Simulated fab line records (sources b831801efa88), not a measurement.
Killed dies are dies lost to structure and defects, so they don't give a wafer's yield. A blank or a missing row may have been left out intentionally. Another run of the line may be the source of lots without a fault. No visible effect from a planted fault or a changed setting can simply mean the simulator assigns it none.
Comparing a struck lot with a sound one    flow gf180mcu    43 out of 602 route steps
Sound: these wafers, L386.4, L386.5, L386.6. Struck: wafer L372.6. (L372.1, L372.3 of the same lot were not struck and are left out.) The cause comes at the end.
Each step with rows lists, per side, the tool, then ch with its chambers, then its first start. Under that, the readings that differ: sound wafers    struck wafers    difference of the means    sigmas: that difference in standard deviations of wafers without a fault.
alike: a reading whose means differ by less than 2 such deviations, as well as words and numbers matching on both sides. not compared: withheld readings; readings where some wafer has no value; bounds like >300 that might hide an equal value; numbers whose values overlap and for which the record gives no deviation.
The two part at a step that has a row with sigmas, a row that says differs or no value, or rows on one side only. Non-overlapping numbers with no deviation appear without sigmas and do not part them. A reading missing from all wafers of one side parts the sides only when that side holds two or more wafers.

first, 1 step without rows for these wafers: GF_STI_OXIDATION_01 (stabilise 600 s, purge 300 s, target thk 10 nm).
GF_STI_THK_MEAS_02:
  sound on filmMetro-03, day 5 05:32; struck on filmMetro-02, day 2 07:35
  alike: STI_OXIDATION_THK
then, 1 step without rows for these wafers: GF_STI_CVD_03 (deposits Si3N4 from DCS/NH3, target thk 207.16 nm, time 3551 s).
GF_STI_THK_MEAS_04:
  sound on filmMetro-04, day 5 07:35; struck on filmMetro-02, day 2 09:38
  alike: STI_CVD_03_THK
then, 7 steps without rows for these wafers: GF_STI_DEHYDRATE_05 (time 60 s); GF_STI_HMDS_06 (prime time 60 s); GF_STI_COAT_07 (resist thk 700 nm); GF_STI_SOFTBAKE_08 (time 60 s); GF_STI_EXPOSE_09 (exposes mask COMP, target cd 220 nm); GF_STI_PEB_10 (peb time 90 s); GF_STI_DEVELOP_11 (develop time 60 s).
GF_STI_CD_MEAS_12: the cd target is 220 nm.
  sound on cdSem-01, day 5 22:04; struck on cdSem-02, day 2 21:49
  alike: cdNm
GF_STI_ETCH_13: etches the open film in CHF3/O2, stops on Si, target depth 282.31 nm, time 112.9 s.
  sound on rieDiel-03 ch 0,2,3, day 5 22:07; struck on rieDiel-03 ch 1, day 2 21:56
  alike: drypumpMotorCurrentA, oesProductAu, throttleValvePct
  not compared: rfHoursCounterH
GF_STI_ETCH_14: etches Si in HBr/Cl2/O2, target depth 360 nm, time 102.9 s.
  sound on rieSi-01 ch 1,2,3, day 5 22:12; struck on rieSi-02 ch 0, day 2 22:00
  alike: drypumpMotorCurrentA, oesProductAu, throttleValvePct
  not compared: rfHoursCounterH
GF_STI_STRIP_15: strips in O2/N2.
  sound on plasmaAsher-03 ch 0,1, day 5 22:19; struck on plasmaAsher-03 ch 0, day 2 22:05
  alike: drypumpMotorCurrentA, heaterPowerW, oesProductAu, stripTimeToEndpointS
  not compared: rfHoursCounterH
then, 6 steps without rows for these wafers: GF_STI_CLEAN_16 (cleans in dHF, time 25 s); GF_STI_WET_ETCH_17 (etches Si3N4 in H3PO4, target depth 45 nm, time 514 s); GF_STI_CLEAN_18 (cleans in SC1/SC2, time 150 s); GF_STI_CLEAN_19 (cleans in dHF, time 20 s); GF_STI_WET_ETCH_20 (etches SiO2 in dHF, target depth 20 nm, time 400 s); GF_STI_OXIDATION_21 (stabilise 600 s, purge 300 s, target thk 15 nm).
GF_STI_THK_MEAS_22:
  sound on filmMetro-04, day 5 23:58; struck on filmMetro-02, day 2 23:40
reading                    sound           struck  difference  sigmas
STI_OXIDATION_01_THK (nm)  14.4 14.4 14.2  15.8    +1.5        +4
then, 1 step without rows for these wafers: GF_STI_CVD_23 (deposits SiO2, target thk 650 nm, time 108.3 s).
GF_STI_THK_MEAS_24:
  sound on filmMetro-02, day 6 00:05; struck on filmMetro-04, day 2 23:47
  alike: STI_CVD_23_THK
GF_STI_CMP_25: polishes, stops on Si3N4, t overpolish 33 s, target thk 524.6 nm.
  sound on cmp-02 ch 1,2, day 6 00:07; struck on cmp-02 ch 2, day 2 23:51
  alike: motorCurrentA, overpolishRunS, slurryFlowMlMin, timeToEndpointS
then, 4 steps without rows for these wafers: GF_STI_WET_ETCH_26 (etches SiO2 in dHF, target depth 94 nm, time 188 s); GF_STI_WET_ETCH_27 (etches Si3N4 in H3PO4, target depth 160 nm, time 1825 s); GF_STI_WET_ETCH_28 (etches SiO2 in dHF, target depth 20 nm, time 40 s); GF_STI_OXIDATION_29 (stabilise 600 s, purge 300 s, target thk 10 nm).
GF_STI_THK_MEAS_30:
  sound on filmMetro-03, day 6 02:55; struck on filmMetro-03, day 3 02:08
  alike: STI_OXIDATION_02_THK
then, 8 steps without rows for these wafers: GF_DNWELL_DEHYDRATE_00 (time 60 s); GF_DNWELL_HMDS_01 (prime time 60 s); GF_DNWELL_COAT_02 (resist thk 3033 nm); GF_DNWELL_SOFTBAKE_03; GF_DNWELL_EXPOSE_04 (exposes mask DNWELL, target cd 1700 nm); GF_DNWELL_PEB_05; GF_DNWELL_DEVELOP_06 (develop time 60 s); GF_DNWELL_IMPLANT_07.
GF_DNWELL_STRIP_08: strips in O2/N2.
  sound on plasmaAsher-02 ch 0,1, day 6 17:35; struck on plasmaAsher-04 ch 0, day 3 14:40
reading                   sound        struck  difference  sigmas
drypumpMotorCurrentA (A)  5.0 5.0 5.6  5.9     +0.7        +2
  alike: heaterPowerW, oesProductAu, stripTimeToEndpointS
  not compared: rfHoursCounterH
GF_DNWELL_TW_MEAS_09:
  sound on filmMetro-01, day 6 17:40; struck on filmMetro-04, day 3 14:46
  alike: DNWELL_TW
then, 2 steps without rows for these wafers: GF_NWELL_DEHYDRATE_00 (time 60 s); GF_NWELL_HMDS_01 (prime time 60 s).
-- the record jumps here: 26 days lie between the struck wafers' starts before and after (it left off in module NWELL and takes up again in module PASSIVATION, whose first step shown is number 602 of the route) --
GF_PASSIVATION_PROBE_99:
  rows exist in the record for the struck wafers here (prober-02, day 30 00:55), but not for the sound ones

== WHERE THEY PART ==
Last at GF_PASSIVATION_PROBE_99 as far as this record goes, first at GF_STI_THK_MEAS_22.

WHY: the cause the simulator had injected
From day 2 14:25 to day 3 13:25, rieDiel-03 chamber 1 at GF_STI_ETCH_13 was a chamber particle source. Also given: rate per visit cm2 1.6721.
